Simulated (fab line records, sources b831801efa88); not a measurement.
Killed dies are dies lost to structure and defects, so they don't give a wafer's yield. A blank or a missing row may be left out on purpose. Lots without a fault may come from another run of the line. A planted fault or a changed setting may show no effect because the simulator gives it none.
A struck lot beside a sound one | flow sky130 | 15 steps out of a route of 708
Sound: wafers L246.1, L246.3, L246.5. Struck: wafers L238.2, L238.4, L238.5. The cause comes at the end.
At each step with rows: each side's tool, then ch and its chambers, then its first start. Under that, the readings that differ: sound wafers | struck wafers | difference of the means | sigmas: that difference in standard deviations of wafers without a fault.
alike: readings whose means differ by less than 2 such deviations, and words and numbers that are the same on both sides. not compared: withheld readings, readings that some wafer has no value for, bounds like >300 that may hide the same value, and numbers for which the record gives no deviation and whose values overlap.
The two part at a step that has a row with sigmas, a row that says differs or no value, or rows on one side only. Numbers that don't overlap but have no deviation are shown without sigmas and don't part them. A reading that every wafer of one side lacks parts them only if that side has two wafers or more.

first, 8 steps without rows for these wafers: SKY_LOCAL_INTERCONNECT_DEHYDRATE_03 (time 60 s); SKY_LOCAL_INTERCONNECT_HMDS_04 (prime time 60 s); SKY_LOCAL_INTERCONNECT_COAT_05 (resist thk 60 nm); SKY_LOCAL_INTERCONNECT_COAT_06 (resist thk 450 nm); SKY_LOCAL_INTERCONNECT_SOFTBAKE_07 (time 88.39 s); SKY_LOCAL_INTERCONNECT_EXPOSE_08 (exposes mask LI1M, target cd 170 nm); SKY_LOCAL_INTERCONNECT_PEB_09; SKY_LOCAL_INTERCONNECT_DEVELOP_10 (develop time 60 s).
SKY_LOCAL_INTERCONNECT_CD_MEAS_11: target cd 170 nm.
  sound on cd_sem-01, day 37 00:15; struck on cd_sem-02, day 34 07:25
  alike: cd_nm
SKY_LOCAL_INTERCONNECT_OVL_MEAS_12:
  sound on overlay-01, day 37 00:22; struck on overlay-01, day 34 07:32
  alike: LOCAL_INTERCONNECT_OVL
SKY_LOCAL_INTERCONNECT_ETCH_13: etches BARC in N2/H2, stops on SiO2, time 45.9 s, target depth 60 nm.
  sound on rie_metal-03 ch 1, day 37 00:25; struck on rie_metal-02 ch 0,1, day 34 07:34
  alike: chamber_pressure_mTorr, drypump_motor_current_A, n2_flow_sccm, oes_product_au, rf_fwd_power_W, throttle_valve_pct
  not compared: rf_hours_counter_h
SKY_LOCAL_INTERCONNECT_METAL_ETCH_14: etches TiN in Cl2/BCl3, stops on PSG, target depth 110 nm, time 31.4 s.
  sound on rie_metal-03 ch 1, day 37 00:28; struck on rie_metal-02 ch 0,1, day 34 07:37
  alike: chamber_pressure_mTorr, drypump_motor_current_A, oes_product_au, rf_fwd_power_W, throttle_valve_pct
  not compared: rf_hours_counter_h
SKY_LOCAL_INTERCONNECT_STRIP_15: strips in O2/N2.
  sound on plasma_asher-02 ch 0,1, day 37 00:31; struck on plasma_asher-02 ch 0,1, day 34 07:40
  no value came back on the struck wafers for any of 6 readings (chamber_pressure_mTorr (mTorr), drypump_motor_current_A (A) and others); on the sound wafers chamber_pressure_mTorr (mTorr) reads 1498.8 1499.5 1500.9
  reading                                                   | sound | struck          | difference | sigmas
  model.KrF-thick_of_LOCAL_INTERCONNECT_COAT_06.thk_nm (nm) | 0 0 0 | 346.1 349 346.1 | +347.1     |
  not compared: rf_hours_counter_h
then, 1 step without rows for these wafers: SKY_LOCAL_INTERCONNECT_STRIP_16 (strips in post etch residue remover, time 1200 s).
-- the record jumps here: 14 days lie between the struck wafers' starts before and after (it left off in module LOCAL_INTERCONNECT and takes up again in module PAD_OPEN, whose first step shown is number 708 of the route) --
SKY_PAD_OPEN_PROBE_99:
  sound on prober-01, day 50 10:55; struck on prober-01, day 48 13:50
  reading             | sound    | struck                                                               | difference                   | sigmas
  hold                | - - -    | await_dispo/4.3h/scrap await_dispo/4.3h/scrap await_dispo/4.3h/scrap | no value on the sound wafers |
  killed_at_contacts  | 35 29 30 | 425 429 410                                                          | +390                         | +72
  killed_at_front_end | 17 7 9   | 18 17 33                                                             | +12                          | +3
  killed_dies         | 97 82 73 | 492 492 492                                                          | +408                         | +41
  killed_on_rim       | 13 16 14 | 96 96 96                                                             | +82                          | +20
  alike: killed_at_M0_to_M3, killed_at_M4_up, killed_at_other, killed_open, killed_short

WHERE THEY PART
First at SKY_LOCAL_INTERCONNECT_STRIP_15; last, within this record, at SKY_PAD_OPEN_PROBE_99.

WHY: what the simulator had put in
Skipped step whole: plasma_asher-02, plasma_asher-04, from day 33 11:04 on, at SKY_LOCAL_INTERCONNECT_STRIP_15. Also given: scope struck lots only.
